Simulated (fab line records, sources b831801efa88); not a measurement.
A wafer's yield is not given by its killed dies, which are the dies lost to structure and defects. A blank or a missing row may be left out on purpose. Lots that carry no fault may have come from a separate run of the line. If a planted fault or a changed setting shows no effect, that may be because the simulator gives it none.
8D (eight disciplines) problem report, filled in by code    flow sky130    the parts of the form that need people (team, actions taken, sign-off) are left out

1. WHAT IS WRONG
Across 2 wafers from 2 lots, CAPM_TIN_RS at SKY_CAPM_RS_MEAS_03 averages 5.39 ohm/sq, while fault-free wafers read 6.94 ohm/sq with a standard deviation of 0.083. That is -19 standard deviations from the usual mean.
The step: measures by four-point-probe.
First seen on wafer L436.6, day 42 07:08, on film metro-01. Wafers with a number at this step in the record: 28, from 10 lots. Rule for "out", or "out of limits": more than 4 standard deviations from the usual mean. All remaining wafers that have a number are taken as sound.

2. WHAT IT IS; WHAT IT IS NOT
question                     is                            is not
which readings at this step  CAPM_TIN_RS                   -
which lots                   L436, L437                    L417, L418, L420, L421, L424, L428, L439, L440
which wafers of those lots   L436.6, L437.5                L436.3, L437.2
read on which gauges         film metro-01, film metro-03  film metro-04
when                         from day 42 07:08             up to then (19 sound wafers); but 7 sound wafers of L437, L439, L440 came after

3. THE SUSPECTS, EACH WITH WHAT RULES IT OUT
Counting: if a tool at a process step up to the reading ran every lot that is out, it stays a suspect. Sound lots after the first of them don't rule it out here, since some wafers of a struck lot are sound.
- ruled out: the gauge at SKY_CAPM_RS_MEAS_03. The wafers that are out were read on 2 gauges (film metro-01, film metro-03).
- pvd sputter-01 at SKY_CAPM_SPUTTER_02 (material TiN, target thk 200 nm, time 166.7 s): kept. Every lot that is out went through it, the first being L436 (day 42 06:59); the last sound lot it ran before that was L428 (day 40 00:16).
After counting, what remains is pvd sputter-01 at SKY_CAPM_SPUTTER_02.

4. THE CAUSE (what the simulator had put in)
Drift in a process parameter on pvd sputter-01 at SKY_CAPM_SPUTTER_02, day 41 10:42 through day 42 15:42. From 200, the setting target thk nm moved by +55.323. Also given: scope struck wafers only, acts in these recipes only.
Only this tool survived the counting.

5. THE CHAIN OF EFFECTS, in route order
Each row: a reading where the mean over the struck wafers with a number is more than 3 standard deviations away from the usual. Scope: only readings with a usual standard deviation given in the record; hours: median across lots of the time from each lot's start at the first step in this table that gives one to its start at this step; sigmas: change in usual standard deviations.
hours  step                    reading               usual        on struck wafers  change  sigmas
0      SKY_CAPM_RS_MEAS_03     CAPM_TIN_RS           6.94 ohm/sq  5.39              -1.55   -19
0      SKY_CAPM_THK_MEAS_04    CAPM_TIN_THK          200.2 nm     256.2             +56.1   +22
22     SKY_CAPM_METAL_ETCH_13  oes product au        0.939 a.u.   0.986             +0.047  +6.5
194    SKY_PAD_OPEN_PROBE_99   defect limited yield  82.3 %       0.0               -82.3   -43
194    SKY_PAD_OPEN_PROBE_99   killed at other       0.3          403.5             +403.2  +99 or more
194    SKY_PAD_OPEN_PROBE_99   killed dies           87           492               +405    +44
194    SKY_PAD_OPEN_PROBE_99   killed on rim         17           96                +79     +19
194    SKY_PAD_OPEN_PROBE_99   sort_bin_3_pad_short  0.9 %        82.8              +81.9   +99 or more
194    SKY_PAD_OPEN_PROBE_99   sort n pass           405          0                 -405    -44
194    SKY_PAD_OPEN_PROBE_99   sort yield pct        82.3 %       0.0               -82.3   -43
The process steps in it:
- SKY_CAPM_METAL_ETCH_13: etches TiN in Cl2/BCl3, stops on SiO2, target depth 220 nm, time 62.9 s.
- SKY_PAD_OPEN_PROBE_99

6. WHAT WOULD HAVE CAUGHT IT SOONER
The first out-of-limits reading at a measuring or inspecting step in this record came at day 42 07:08, 20 hours after the fault's start at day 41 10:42.
Tool readings at SKY_CAPM_SPUTTER_02 with a usual standard deviation given in the record: none out on any struck wafer, hence no alarm at a limit of 4 standard deviations on them.
Lots out: 2; of these, L437 started SKY_CAPM_SPUTTER_02 on pvd sputter-01 after day 42 07:08. It would have been spared by a hold on the tool at that moment.
